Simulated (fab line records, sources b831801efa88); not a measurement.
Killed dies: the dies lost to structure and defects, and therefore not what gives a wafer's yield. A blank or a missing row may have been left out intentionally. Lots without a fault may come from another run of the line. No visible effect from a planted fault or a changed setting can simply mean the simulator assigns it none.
fab line records -- flow gf180mcu
record lots=24, wafers=72, last_day=34
route steps=602 shown V1@340 M2@366 V2@384 M3@412
lots with no fault: from the same line, run without faults
start_h: the number of hours between the record's first day and the start of the first shown wafer of the lot -- wait_h: hours elapsed since this lot's preceding step -- " same as the row above -- L1.1+2: a single row standing in for several wafers -- - no value, or no start given -- * or withheld: withheld -- < > ~ a bound
route shown NAME@n: NAME is a module with steps in the file, n the number in the route of the first one -- usual: average and standard deviation across the fault-free wafers -- same: alike in all rows -- chamber/n: place in a boat -- sites: per-site readings -- _std_site: the standard deviation of these -- _edge_site: outer sites' mean less inner sites' -- radius_mm: how far each site lies from the wafer's centre -- mask NAME#n: copy n -- behind: tool/chamber where the wafer was last shaped -- hold: the reason the lot was held/the length of the hold in hours/how it ended -- device: whichever transistor did not switch (one of n, p or np) -- end of line: the tests these same wafers got at the end of their route -- for a step that has no rows: nothing shown but its recipe -- killed: the dies lost at the first sort to structure and to defects; this is not the yield of the wafer -- map: per-die view of a wafer (x killed, . not killed, _ where there is no die)
set.NAME: the setting that was run; set.NAME@STEP: the one run at that earlier step -- model.NAME: the simulator's own value behind a step, which no gauge read
the route's steps for a sample of lots (tables are steps, rows are wafers)
services: the hour from which a tool's chamber was out of use, counted from the record's first day as start_h (under 0 if before that day), plus the number of hours and why
## steps
# step GF_V1_BOW_MEAS_05
# recipe mode=bow
# usual V1_BOW=85/7.8
lot.wafer,tool,chamber,start_h,wait_h,V1_BOW[um]
L074.1,film_metro-02,-,386.78,0.1,67
L074.3,film_metro-02,-,386.78,0.1,82
L074.5,film_metro-02,-,386.78,0.1,75
L075.2,film_metro-02,-,393.84,0.2,83
L075.4,film_metro-02,-,393.84,0.2,80
L075.6,film_metro-02,-,393.84,0.2,82
L076.2,film_metro-04,-,404.80,0.2,107
L076.5,film_metro-04,-,404.80,0.2,97
L076.6,film_metro-04,-,404.80,0.2,96
L077.3,film_metro-04,-,412.57,0.3,76
L077.4,film_metro-04,-,412.57,0.3,80
L077.6,film_metro-04,-,412.57,0.3,80
L078.4,film_metro-02,-,423.92,0.2,92
L078.5,film_metro-02,-,423.92,0.2,84
L078.6,film_metro-02,-,423.92,0.2,91
L079.4,film_metro-02,-,431.86,0.3,78
L079.5,film_metro-02,-,431.86,0.3,86
L079.6,film_metro-02,-,431.86,0.3,86
L080.2,film_metro-03,-,444.12,0.1,84
L080.3,film_metro-03,-,444.12,0.1,87
L080.6,film_metro-03,-,444.12,0.1,77
L081.1,film_metro-02,-,454.68,0.1,90
L081.2,film_metro-02,-,454.68,0.1,91
L081.6,film_metro-02,-,454.68,0.1,85
L082.1,film_metro-02,-,464.12,0.1,84
L082.2,film_metro-02,-,464.12,0.1,89
L082.5,film_metro-02,-,464.12,0.1,89
L083.1,film_metro-02,-,475.38,0.2,80
L083.2,film_metro-02,-,475.38,0.2,79
L083.4,film_metro-02,-,475.38,0.2,82
L084.1,film_metro-02,-,479.62,0.1,87
L084.2,film_metro-02,-,479.62,0.1,89
L084.5,film_metro-02,-,479.62,0.1,93
L085.1,film_metro-03,-,495.55,0.1,88
L085.4,film_metro-03,-,495.55,0.1,72
L085.5,film_metro-03,-,495.55,0.1,70
L086.2,film_metro-04,-,505.27,0.2,96
L086.4,film_metro-04,-,505.27,0.2,90
L086.5,film_metro-04,-,505.27,0.2,90
L087.2,film_metro-03,-,510.79,0.2,89
L087.4,film_metro-03,-,510.79,0.2,85
L087.5,film_metro-03,-,510.79,0.2,78
L088.1,film_metro-02,-,515.42,0.1,89
L088.5,film_metro-02,-,515.42,0.1,79
L088.6,film_metro-02,-,515.42,0.1,81
L089.1,film_metro-02,-,525.17,0.2,90
L089.2,film_metro-02,-,525.17,0.2,88
L089.3,film_metro-02,-,525.17,0.2,95
L090.1,film_metro-02,-,533.42,0.2,86
L090.3,film_metro-02,-,533.42,0.2,93
L090.5,film_metro-02,-,533.42,0.2,90
L091.1,film_metro-04,-,540.43,0.1,96
L091.2,film_metro-04,-,540.43,0.1,97
L091.3,film_metro-04,-,540.43,0.1,79
L092.3,film_metro-02,-,547.80,0.2,78
L092.5,film_metro-02,-,547.80,0.2,82
L092.6,film_metro-02,-,547.80,0.2,76
L093.1,film_metro-04,-,556.56,0.1,78
L093.4,film_metro-04,-,556.56,0.1,85
L093.6,film_metro-04,-,556.56,0.1,80
L094.2,film_metro-04,-,564.83,0.3,84
L094.4,film_metro-04,-,564.83,0.3,107
L094.5,film_metro-04,-,564.83,0.3,91
L095.1,film_metro-02,-,571.77,0.1,74
L095.2,film_metro-02,-,571.77,0.1,82
L095.5,film_metro-02,-,571.77,0.1,76
L096.2,film_metro-02,-,578.69,0.1,84
L096.5,film_metro-02,-,578.69,0.1,87
L096.6,film_metro-02,-,578.69,0.1,80
L097.1,film_metro-02,-,587.92,0.2,80
L097.3,film_metro-02,-,587.92,0.2,87
L097.5,film_metro-02,-,587.92,0.2,86
# step GF_V1_STRIP_18
# recipe chemistry=O2/N2, power_w=1400, pressure_mtorr=1500, platen_temp_c=250, o2_flow_sccm=3000, n2_flow_sccm=300, overash_fraction=0.5
# usual drypump_motor_current_A=5.6/0.37, heater_power_w=339/47, o2_flow_sccm=3003/9.3, oes_product_au=0.593/0.0043
lot.wafer,tool,chamber,start_h,wait_h,drypump_motor_current_A,heater_power_w,o2_flow_sccm,oes_product_au,rf_hours_counter_h
L074.1,plasma_asher-01,0,410.09,-,5.5,315,3010,0.593,77
L074.3,plasma_asher-01,0,410.09,-,5.4,316,3002,0.592,-
L074.5,plasma_asher-01,1,410.09,-,5.2,367,3002,0.587,-
L075.2,plasma_asher-04,1,417.94,-,6.1,326,2988,0.594,31
L075.4,plasma_asher-04,1,417.94,-,6.1,334,2997,0.587,-
L075.6,plasma_asher-04,0,417.94,-,5.2,273,3011,0.593,-
L076.2,plasma_asher-03,0,428.86,-,6.0,399,3015,0.594,63
L076.5,plasma_asher-03,0,428.86,-,6.0,418,3010,0.589,-
L076.6,plasma_asher-03,1,428.86,-,5.9,358,3012,0.595,-
L077.3,plasma_asher-01,0,437.39,-,5.5,339,3005,0.596,-
L077.4,plasma_asher-01,1,437.39,-,5.3,392,3019,0.594,-
L077.6,plasma_asher-01,0,437.39,-,5.4,341,3017,0.595,-
L078.4,plasma_asher-03,1,448.74,-,5.9,352,2998,0.596,-
L078.5,plasma_asher-03,0,448.74,-,5.9,404,2990,0.589,-
L078.6,plasma_asher-03,1,448.74,-,5.9,354,3006,0.598,-
L079.4,plasma_asher-03,0,455.94,-,6.0,417,2997,0.592,-
L079.5,plasma_asher-03,1,455.94,-,5.9,358,2999,0.587,-
L079.6,plasma_asher-03,0,455.94,-,6.0,421,3001,0.596,-
L080.2,plasma_asher-04,1,468.54,-,6.1,338,3008,0.590,36
L080.3,plasma_asher-04,1,468.54,-,6.1,328,3007,0.587,-
L080.6,plasma_asher-04,0,468.54,-,5.2,269,3003,0.585,-
L081.1,plasma_asher-01,1,479.44,-,5.2,392,2996,0.596,5
L081.2,plasma_asher-01,0,479.44,-,5.4,344,3004,0.594,5
L081.6,plasma_asher-01,0,479.44,-,5.4,361,3011,0.598,-
L082.1,plasma_asher-03,1,488.49,-,5.9,352,3007,0.595,69
L082.2,plasma_asher-03,0,488.49,-,6.0,408,2991,0.590,69
L082.5,plasma_asher-03,0,488.49,-,6.0,405,3018,0.593,-
L083.1,plasma_asher-04,0,499.99,-,5.2,266,2989,0.588,39
L083.2,plasma_asher-04,1,499.99,-,6.1,328,3016,0.591,39
L083.4,plasma_asher-04,0,499.99,-,5.2,262,3011,0.595,-
L084.1,plasma_asher-04,1,503.54,-,6.1,333,3005,0.595,39
L084.2,plasma_asher-04,0,503.54,-,5.2,267,3002,0.594,39
L084.5,plasma_asher-04,0,503.54,-,5.2,276,3012,0.593,-
L085.1,plasma_asher-04,0,519.01,-,5.2,265,3003,0.595,41
L085.4,plasma_asher-04,1,519.01,-,6.1,338,2986,0.590,-
L085.5,plasma_asher-04,0,519.01,-,5.2,267,3004,0.587,-
L086.2,plasma_asher-01,0,528.79,-,5.5,340,3009,0.604,11
L086.4,plasma_asher-01,0,528.79,-,5.4,348,3010,0.598,-
L086.5,plasma_asher-01,0,528.79,-,5.5,335,2997,0.598,-
L087.2,plasma_asher-04,1,534.39,-,6.1,324,3008,0.593,43
L087.4,plasma_asher-04,0,534.39,-,5.2,269,2990,0.603,-
L087.5,plasma_asher-04,1,534.39,-,6.1,340,2998,0.593,-
L088.1,plasma_asher-01,0,539.44,-,5.4,340,3008,0.591,12
L088.5,plasma_asher-01,0,539.44,-,5.4,352,2993,0.602,-
L088.6,plasma_asher-01,1,539.44,-,5.2,393,3011,0.592,-
L089.1,plasma_asher-01,0,548.16,-,5.4,344,3000,0.587,13
L089.2,plasma_asher-01,1,548.16,-,5.2,396,2999,0.601,13
L089.3,plasma_asher-01,1,548.16,-,5.2,389,2996,0.596,-
L090.1,plasma_asher-03,0,555.89,-,6.0,409,3003,0.591,76
L090.3,plasma_asher-03,0,555.89,-,6.0,401,3000,0.595,-
L090.5,plasma_asher-03,1,555.89,-,5.9,355,3002,0.590,-
L091.1,plasma_asher-03,0,562.96,-,6.0,411,2998,0.590,77
L091.2,plasma_asher-03,1,562.96,-,5.9,358,3001,0.592,77
L091.3,plasma_asher-03,0,562.96,-,6.0,410,2996,0.598,-
L092.3,plasma_asher-04,1,570.37,-,6.1,328,3002,0.593,-
L092.5,plasma_asher-04,0,570.37,-,5.2,269,3017,0.588,-
L092.6,plasma_asher-04,1,570.37,-,6.1,323,3001,0.603,-
L093.1,plasma_asher-04,1,578.89,-,6.1,336,3017,0.599,47
L093.4,plasma_asher-04,0,578.89,-,5.2,270,3008,0.592,-
L093.6,plasma_asher-04,0,578.89,-,5.2,271,2997,0.593,-
L094.2,plasma_asher-04,0,587.24,-,5.2,266,3002,0.589,48
L094.4,plasma_asher-04,0,587.24,-,5.2,273,2988,0.598,-
L094.5,plasma_asher-04,1,587.24,-,6.1,335,2998,0.594,-
L095.1,plasma_asher-01,1,593.79,-,5.3,388,3000,0.605,18
L095.2,plasma_asher-01,0,593.79,-,5.5,342,2980,0.589,18
L095.5,plasma_asher-01,1,593.79,-,5.2,396,3011,0.589,-
L096.2,plasma_asher-04,1,599.74,-,6.1,317,3013,0.585,49
L096.5,plasma_asher-04,1,599.74,-,6.1,326,3027,0.598,-
L096.6,plasma_asher-04,0,599.74,-,5.3,272,2998,0.587,-
L097.1,plasma_asher-04,0,610.01,-,5.2,275,2998,0.594,50
L097.3,plasma_asher-04,0,610.01,-,5.2,267,2995,0.591,-
L097.5,plasma_asher-04,1,610.01,-,6.1,338,2993,0.597,-
# step GF_M2_SPUTTER_04
# recipe material=TiN, target_thk_nm=50, power_w=6500, time_s=41.7, chamber_pressure_pa=0.4
# usual throttle_valve_pct=30.0/0.84
lot.wafer,tool,chamber,start_h,wait_h,throttle_valve_pct
L074.1,pvd_sputter-02,-,411.50,0.0,31.2
L074.3,pvd_sputter-02,-,411.50,0.0,29.1
L074.5,pvd_sputter-02,-,411.50,0.0,29.9
L075.2,pvd_sputter-03,-,419.34,0.0,29.9
L075.4,pvd_sputter-03,-,419.34,0.0,28.9
L075.6,pvd_sputter-03,-,419.34,0.0,29.9
L076.2,pvd_sputter-04,-,430.27,0.0,30.0
L076.5,pvd_sputter-04,-,430.27,0.0,29.9
L076.6,pvd_sputter-04,-,430.27,0.0,30.5
L077.3,pvd_sputter-03,-,438.83,0.0,29.7
L077.4,pvd_sputter-03,-,438.83,0.0,31.3
L077.6,pvd_sputter-03,-,438.83,0.0,31.3
L078.4,pvd_sputter-02,-,450.21,0.0,29.1
L078.5,pvd_sputter-02,-,450.21,0.0,31.3
L078.6,pvd_sputter-02,-,450.21,0.0,29.1
L079.4,pvd_sputter-02,-,457.35,0.0,28.8
L079.5,pvd_sputter-02,-,457.35,0.0,29.2
L079.6,pvd_sputter-02,-,457.35,0.0,28.7
L080.2,pvd_sputter-04,-,469.94,0.0,30.2
L080.3,pvd_sputter-04,-,469.94,0.0,30.8
L080.6,pvd_sputter-04,-,469.94,0.0,30.5
L081.1,pvd_sputter-02,-,480.84,0.0,29.0
L081.2,pvd_sputter-02,-,480.84,0.0,28.6
L081.6,pvd_sputter-02,-,480.84,0.0,29.9
L082.1,pvd_sputter-03,-,489.90,0.0,30.1
L082.2,pvd_sputter-03,-,489.90,0.0,29.0
L082.5,pvd_sputter-03,-,489.90,0.0,30.1
L083.1,pvd_sputter-04,-,501.39,0.0,30.7
L083.2,pvd_sputter-04,-,501.39,0.0,30.0
L083.4,pvd_sputter-04,-,501.39,0.0,30.6
L084.1,pvd_sputter-03,-,504.94,0.0,28.7
L084.2,pvd_sputter-03,-,504.94,0.0,29.7
L084.5,pvd_sputter-03,-,504.94,0.0,30.1
L085.1,pvd_sputter-02,-,520.48,0.0,29.8
L085.4,pvd_sputter-02,-,520.48,0.0,30.9
L085.5,pvd_sputter-02,-,520.48,0.0,31.2
L086.2,pvd_sputter-02,-,530.34,0.0,28.8
L086.4,pvd_sputter-02,-,530.34,0.0,31.0
L086.5,pvd_sputter-02,-,530.34,0.0,29.0
L087.2,pvd_sputter-03,-,535.91,0.0,28.8
L087.4,pvd_sputter-03,-,535.91,0.0,28.8
L087.5,pvd_sputter-03,-,535.91,0.0,31.5
L088.1,pvd_sputter-03,-,540.85,0.0,28.8
L088.5,pvd_sputter-03,-,540.85,0.0,30.0
L088.6,pvd_sputter-03,-,540.85,0.0,28.6
L089.1,pvd_sputter-04,-,549.57,0.0,30.8
L089.2,pvd_sputter-04,-,549.57,0.0,29.8
L089.3,pvd_sputter-04,-,549.57,0.0,30.3
L090.1,pvd_sputter-04,-,557.30,0.0,30.9
L090.3,pvd_sputter-04,-,557.30,0.0,29.6
L090.5,pvd_sputter-04,-,557.30,0.0,30.6
L091.1,pvd_sputter-04,-,564.37,0.0,30.4
L091.2,pvd_sputter-04,-,564.37,0.0,30.3
L091.3,pvd_sputter-04,-,564.37,0.0,30.7
L092.3,pvd_sputter-03,-,572.15,0.0,31.6
L092.5,pvd_sputter-03,-,572.15,0.0,28.7
L092.6,pvd_sputter-03,-,572.15,0.0,30.2
L093.1,pvd_sputter-04,-,580.39,0.0,30.3
L093.4,pvd_sputter-04,-,580.39,0.0,30.6
L093.6,pvd_sputter-04,-,580.39,0.0,30.1
L094.2,pvd_sputter-04,-,588.71,0.0,30.4
L094.4,pvd_sputter-04,-,588.71,0.0,29.9
L094.5,pvd_sputter-04,-,588.71,0.0,29.9
L095.1,pvd_sputter-03,-,595.53,0.0,29.7
L095.2,pvd_sputter-03,-,595.53,0.0,31.1
L095.5,pvd_sputter-03,-,595.53,0.0,29.9
L096.2,pvd_sputter-03,-,601.15,0.0,29.8
L096.5,pvd_sputter-03,-,601.15,0.0,31.5
L096.6,pvd_sputter-03,-,601.15,0.0,28.7
L097.1,pvd_sputter-02,-,611.76,0.0,29.1
L097.3,pvd_sputter-02,-,611.76,0.0,31.4
L097.5,pvd_sputter-02,-,611.76,0.0,28.7
# step GF_M2_THK_MEAS_06
# recipe thk_meas_gauge=xrf, reads=AlCu_of_M2_SPUTTER_02
# usual M2_ALCU_THK=454/4.7
lot.wafer,tool,chamber,start_h,wait_h,M2_ALCU_THK[nm]
L074.1,film_metro-02,-,411.66,0.1,450
L074.3,film_metro-02,-,411.66,0.1,453
L074.5,film_metro-02,-,411.66,0.1,461
L075.2,film_metro-02,-,419.51,0.1,448
L075.4,film_metro-02,-,419.51,0.1,452
L075.6,film_metro-02,-,419.51,0.1,450
L076.2,film_metro-04,-,430.44,0.1,449
L076.5,film_metro-04,-,430.44,0.1,455
L076.6,film_metro-04,-,430.44,0.1,448
L077.3,film_metro-01,-,439.01,0.1,447
L077.4,film_metro-01,-,439.01,0.1,449
L077.6,film_metro-01,-,439.01,0.1,455
L078.4,film_metro-02,-,450.40,0.1,452
L078.5,film_metro-02,-,450.40,0.1,449
L078.6,film_metro-02,-,450.40,0.1,451
L079.4,film_metro-02,-,457.54,0.1,456
L079.5,film_metro-02,-,457.54,0.1,451
L079.6,film_metro-02,-,457.54,0.1,450
L080.2,film_metro-01,-,470.11,0.1,455
L080.3,film_metro-01,-,470.11,0.1,454
L080.6,film_metro-01,-,470.11,0.1,458
L081.1,film_metro-02,-,481.00,0.1,450
L081.2,film_metro-02,-,481.00,0.1,454
L081.6,film_metro-02,-,481.00,0.1,461
L082.1,film_metro-02,-,490.06,0.1,454
L082.2,film_metro-02,-,490.06,0.1,453
L082.5,film_metro-02,-,490.06,0.1,460
L083.1,film_metro-04,-,501.55,0.1,453
L083.2,film_metro-04,-,501.55,0.1,457
L083.4,film_metro-04,-,501.55,0.1,453
L084.1,film_metro-01,-,505.10,0.1,450
L084.2,film_metro-01,-,505.10,0.1,453
L084.5,film_metro-01,-,505.10,0.1,451
L085.1,film_metro-01,-,520.64,0.1,461
L085.4,film_metro-01,-,520.64,0.1,451
L085.5,film_metro-01,-,520.64,0.1,455
L086.2,film_metro-02,-,530.51,0.1,450
L086.4,film_metro-02,-,530.51,0.1,447
L086.5,film_metro-02,-,530.51,0.1,448
L087.2,film_metro-02,-,536.08,0.1,452
L087.4,film_metro-02,-,536.08,0.1,450
L087.5,film_metro-02,-,536.08,0.1,452
L088.1,film_metro-02,-,541.01,0.1,451
L088.5,film_metro-02,-,541.01,0.1,461
L088.6,film_metro-02,-,541.01,0.1,448
L089.1,film_metro-04,-,549.73,0.1,454
L089.2,film_metro-04,-,549.73,0.1,458
L089.3,film_metro-04,-,549.73,0.1,450
L090.1,film_metro-04,-,557.46,0.1,459
L090.3,film_metro-04,-,557.46,0.1,461
L090.5,film_metro-04,-,557.46,0.1,458
L091.1,film_metro-02,-,564.53,0.1,455
L091.2,film_metro-02,-,564.53,0.1,452
L091.3,film_metro-02,-,564.53,0.1,455
L092.3,film_metro-02,-,572.33,0.1,449
L092.5,film_metro-02,-,572.33,0.1,457
L092.6,film_metro-02,-,572.33,0.1,465
L093.1,film_metro-02,-,580.55,0.1,453
L093.4,film_metro-02,-,580.55,0.1,453
L093.6,film_metro-02,-,580.55,0.1,455
L094.2,film_metro-01,-,588.91,0.1,459
L094.4,film_metro-01,-,588.91,0.1,466
L094.5,film_metro-01,-,588.91,0.1,464
L095.1,film_metro-01,-,595.69,0.1,450
L095.2,film_metro-01,-,595.69,0.1,445
L095.5,film_metro-01,-,595.69,0.1,453
L096.2,film_metro-02,-,601.32,0.1,452
L096.5,film_metro-02,-,601.32,0.1,452
L096.6,film_metro-02,-,601.32,0.1,456
L097.1,film_metro-01,-,611.92,0.1,449
L097.3,film_metro-01,-,611.92,0.1,442
L097.5,film_metro-01,-,611.92,0.1,453
# step GF_V2_CVD_02
# recipe material=SiO2, target_thk_nm=850, precursor=TEOS, temp_c=400, time_s=94.851, rf_w=600
# usual heater_power_w=692/120
lot.wafer,tool,chamber,start_h,wait_h,heater_power_w
L074.1,pecvd-01,1,436.19,0.1,589
L074.3,pecvd-01,0,436.19,0.1,594
L074.5,pecvd-01,0,436.19,0.1,636
L075.2,pecvd-01,0,444.82,0.0,673
L075.4,pecvd-01,1,444.82,0.0,626
L075.6,pecvd-01,2,444.82,0.0,914
L076.2,pecvd-01,0,455.62,0.0,629
L076.5,pecvd-01,2,455.62,0.0,812
L076.6,pecvd-01,0,455.62,0.0,654
L077.3,pecvd-04,1,464.69,0.0,592
L077.4,pecvd-04,2,464.69,0.0,728
L077.6,pecvd-04,1,464.69,0.0,609
L078.4,pecvd-03,2,475.59,0.1,840
L078.5,pecvd-03,1,475.59,0.1,744
L078.6,pecvd-03,0,475.59,0.1,501
L079.4,pecvd-03,0,482.55,0.1,597
L079.5,pecvd-03,1,482.55,0.1,739
L079.6,pecvd-03,2,482.55,0.1,924
L080.2,pecvd-03,0,494.54,0.0,523
L080.3,pecvd-03,1,494.54,0.0,677
L080.6,pecvd-03,0,494.54,0.0,568
L081.1,pecvd-03,1,505.35,0.1,793
L081.2,pecvd-03,2,505.35,0.1,906
L081.6,pecvd-03,2,505.35,0.1,733
L082.1,pecvd-04,0,514.11,0.1,715
L082.2,pecvd-04,2,514.11,0.1,735
L082.5,pecvd-04,1,514.11,0.1,517
L083.1,pecvd-04,0,525.91,0.1,739
L083.2,pecvd-04,2,525.91,0.1,683
L083.4,pecvd-04,2,525.91,0.1,729
L084.1,pecvd-01,1,528.89,0.1,584
L084.2,pecvd-01,2,528.89,0.1,933
L084.5,pecvd-01,1,528.89,0.1,615
L085.1,pecvd-01,2,544.29,0.1,836
L085.4,pecvd-01,1,544.29,0.1,526
L085.5,pecvd-01,0,544.29,0.1,662
L086.2,pecvd-04,2,553.74,0.0,701
L086.4,pecvd-04,1,553.74,0.0,518
L086.5,pecvd-04,2,553.74,0.0,722
L087.2,pecvd-01,2,559.09,0.0,913
L087.4,pecvd-01,2,559.09,0.0,961
L087.5,pecvd-01,1,559.09,0.0,616
L088.1,pecvd-04,0,563.94,0.1,741
L088.5,pecvd-04,1,563.94,0.1,564
L088.6,pecvd-04,0,563.94,0.1,589
L089.1,pecvd-04,1,573.51,0.1,635
L089.2,pecvd-04,2,573.51,0.1,713
L089.3,pecvd-04,0,573.51,0.1,745
L090.1,pecvd-04,0,580.24,0.1,648
L090.3,pecvd-04,1,580.24,0.1,540
L090.5,pecvd-04,0,580.24,0.1,701
L091.1,pecvd-03,1,586.96,0.1,774
L091.2,pecvd-03,2,586.96,0.1,775
L091.3,pecvd-03,0,586.96,0.1,611
L092.3,pecvd-03,2,595.12,0.0,796
L092.5,pecvd-03,2,595.12,0.0,845
L092.6,pecvd-03,0,595.12,0.0,507
L093.1,pecvd-01,1,601.96,0.1,628
L093.4,pecvd-01,1,601.96,0.1,642
L093.6,pecvd-01,0,601.96,0.1,637
L094.2,pecvd-04,0,610.92,0.0,647
L094.4,pecvd-04,0,610.92,0.0,698
L094.5,pecvd-04,2,610.92,0.0,772
L095.1,pecvd-04,0,616.84,0.1,684
L095.2,pecvd-04,1,616.84,0.1,633
L095.5,pecvd-04,2,616.84,0.1,778
L096.2,pecvd-04,2,622.65,0.0,760
L096.5,pecvd-04,0,622.65,0.0,705
L096.6,pecvd-04,2,622.65,0.0,793
L097.1,pecvd-01,2,633.73,0.1,931
L097.3,pecvd-01,1,633.73,0.1,557
L097.5,pecvd-01,0,633.73,0.1,653
# step GF_M3_SPUTTER_03
# recipe material=Ti, target_thk_nm=10, substrate_temp_c=300, chamber_pressure_pa=0.3, power_w=3000, time_s=6.7
# usual substrate_temp_c=299.99/0.21, throttle_valve_pct=30.3/0.81
lot.wafer,tool,chamber,start_h,wait_h,substrate_temp_c,throttle_valve_pct
L074.1,pvd_sputter-03,-,462.28,0.0,300.15,31.5
L074.3,pvd_sputter-03,-,462.28,0.0,300.36,29.5
L074.5,pvd_sputter-03,-,462.28,0.0,300.17,31.4
L075.2,pvd_sputter-03,-,471.66,0.0,300.12,28.8
L075.4,pvd_sputter-03,-,471.66,0.0,300.42,29.9
L075.6,pvd_sputter-03,-,471.66,0.0,300.00,28.9
L076.2,pvd_sputter-04,-,481.52,0.0,299.72,29.9
L076.5,pvd_sputter-04,-,481.52,0.0,299.65,30.5
L076.6,pvd_sputter-04,-,481.52,0.0,300.00,30.8
L077.3,pvd_sputter-04,-,490.92,0.0,299.83,29.8
L077.4,pvd_sputter-04,-,490.92,0.0,299.89,30.3
L077.6,pvd_sputter-04,-,490.92,0.0,300.46,30.8
L078.4,pvd_sputter-03,-,501.80,0.0,300.13,28.8
L078.5,pvd_sputter-03,-,501.80,0.0,300.04,28.6
L078.6,pvd_sputter-03,-,501.80,0.0,299.52,31.5
L079.4,pvd_sputter-04,-,508.12,0.0,300.06,30.8
L079.5,pvd_sputter-04,-,508.12,0.0,300.24,30.1
L079.6,pvd_sputter-04,-,508.12,0.0,299.70,30.7
L080.2,pvd_sputter-01,-,520.05,0.0,300.16,29.6
L080.3,pvd_sputter-01,-,520.05,0.0,300.02,31.5
L080.6,pvd_sputter-01,-,520.05,0.0,300.36,29.8
L081.1,pvd_sputter-04,-,531.32,0.0,300.04,30.3
L081.2,pvd_sputter-04,-,531.32,0.0,299.87,30.9
L081.6,pvd_sputter-04,-,531.32,0.0,300.06,30.3
L082.1,pvd_sputter-03,-,539.53,0.0,299.99,29.9
L082.2,pvd_sputter-03,-,539.53,0.0,300.36,31.3
L082.5,pvd_sputter-03,-,539.53,0.0,299.96,28.8
L083.1,pvd_sputter-03,-,550.72,0.0,299.93,28.9
L083.2,pvd_sputter-03,-,550.72,0.0,299.97,30.2
L083.4,pvd_sputter-03,-,550.72,0.0,300.37,29.8
L084.1,pvd_sputter-03,-,553.20,0.0,299.85,30.1
L084.2,pvd_sputter-03,-,553.20,0.0,299.90,31.5
L084.5,pvd_sputter-03,-,553.20,0.0,299.86,31.6
L085.1,pvd_sputter-04,-,568.65,0.0,300.16,30.5
L085.4,pvd_sputter-04,-,568.65,0.0,300.12,30.8
L085.5,pvd_sputter-04,-,568.65,0.0,299.91,30.1
L086.2,pvd_sputter-04,-,578.24,0.0,300.28,30.9
L086.4,pvd_sputter-04,-,578.24,0.0,300.02,29.9
L086.5,pvd_sputter-04,-,578.24,0.0,300.05,30.6
L087.2,pvd_sputter-03,-,583.15,0.0,299.64,31.5
L087.4,pvd_sputter-03,-,583.15,0.0,300.02,28.7
L087.5,pvd_sputter-03,-,583.15,0.0,299.87,30.2
L088.1,pvd_sputter-01,-,588.39,0.0,300.06,29.8
L088.5,pvd_sputter-01,-,588.39,0.0,299.92,30.7
L088.6,pvd_sputter-01,-,588.39,0.0,300.04,29.6
L089.1,pvd_sputter-03,-,597.00,0.0,300.08,30.0
L089.2,pvd_sputter-03,-,597.00,0.0,299.97,30.2
L089.3,pvd_sputter-03,-,597.00,0.0,299.90,31.4
L090.1,pvd_sputter-03,-,604.16,0.0,300.03,30.0
L090.3,pvd_sputter-03,-,604.16,0.0,300.17,31.2
L090.5,pvd_sputter-03,-,604.16,0.0,300.14,31.6
L091.1,pvd_sputter-01,-,610.48,0.0,300.15,29.7
L091.2,pvd_sputter-01,-,610.48,0.0,299.65,29.5
L091.3,pvd_sputter-01,-,610.48,0.0,300.22,30.4
L092.3,pvd_sputter-04,-,619.11,0.0,299.74,30.4
L092.5,pvd_sputter-04,-,619.11,0.0,299.91,30.2
L092.6,pvd_sputter-04,-,619.11,0.0,299.80,30.4
L093.1,pvd_sputter-01,-,624.56,0.0,299.74,29.5
L093.4,pvd_sputter-01,-,624.56,0.0,299.64,31.7
L093.6,pvd_sputter-01,-,624.56,0.0,299.91,29.2
L094.2,pvd_sputter-01,-,633.65,0.0,299.98,29.6
L094.4,pvd_sputter-01,-,633.65,0.0,299.78,30.8
L094.5,pvd_sputter-01,-,633.65,0.0,300.09,30.5
L095.1,pvd_sputter-01,-,639.25,0.0,300.00,29.5
L095.2,pvd_sputter-01,-,639.25,0.0,300.00,30.7
L095.5,pvd_sputter-01,-,639.25,0.0,300.13,29.7
L096.2,pvd_sputter-01,-,644.76,0.0,300.14,31.6
L096.5,pvd_sputter-01,-,644.76,0.0,299.85,29.7
L096.6,pvd_sputter-01,-,644.76,0.0,299.87,31.3
L097.1,pvd_sputter-04,-,656.13,0.0,299.97,30.5
L097.3,pvd_sputter-04,-,656.13,0.0,299.70,29.7
L097.5,pvd_sputter-04,-,656.13,0.0,299.68,30.6
## services
tool,chamber,start_h,hours,kind
pvd_sputter-03,-,392.85,3.2,repair
plasma_asher-01,-,421.29,9.0,pm
pvd_sputter-04,3,428.62,-,consumable_replace:kit
pvd_sputter-04,3,428.62,18.0,scheduled_down
pvd_sputter-04,3,428.62,18.0,vent_cycle
pvd_sputter-02,-,430.22,10.0,repair
pvd_sputter-04,-,439.95,5.2,repair
pvd_sputter-01,-,490.03,3.0,repair
plasma_asher-03,-,517.23,3.2,repair
pvd_sputter-03,1,523.42,-,consumable_replace:kit
pvd_sputter-03,1,523.42,18.0,scheduled_down
pvd_sputter-03,1,523.42,18.0,vent_cycle
plasma_asher-03,-,575.76,4.8,repair
pecvd-04,-,591.12,14.0,pm
pecvd-04,0,591.12,14.0,vent_cycle
plasma_asher-03,-,595.35,0.8,repair
pvd_sputter-01,-,597.87,6.6,repair
pecvd-03,0,599.84,3.4,repair
pvd_sputter-04,2,619.17,-,consumable_replace:kit
pvd_sputter-04,2,619.17,18.0,scheduled_down
pvd_sputter-04,2,619.17,18.0,vent_cycle
pvd_sputter-02,-,620.32,12.1,repair
pvd_sputter-02,-,632.60,5.7,repair
pecvd-01,-,645.12,2.8,pm
## key
fault none
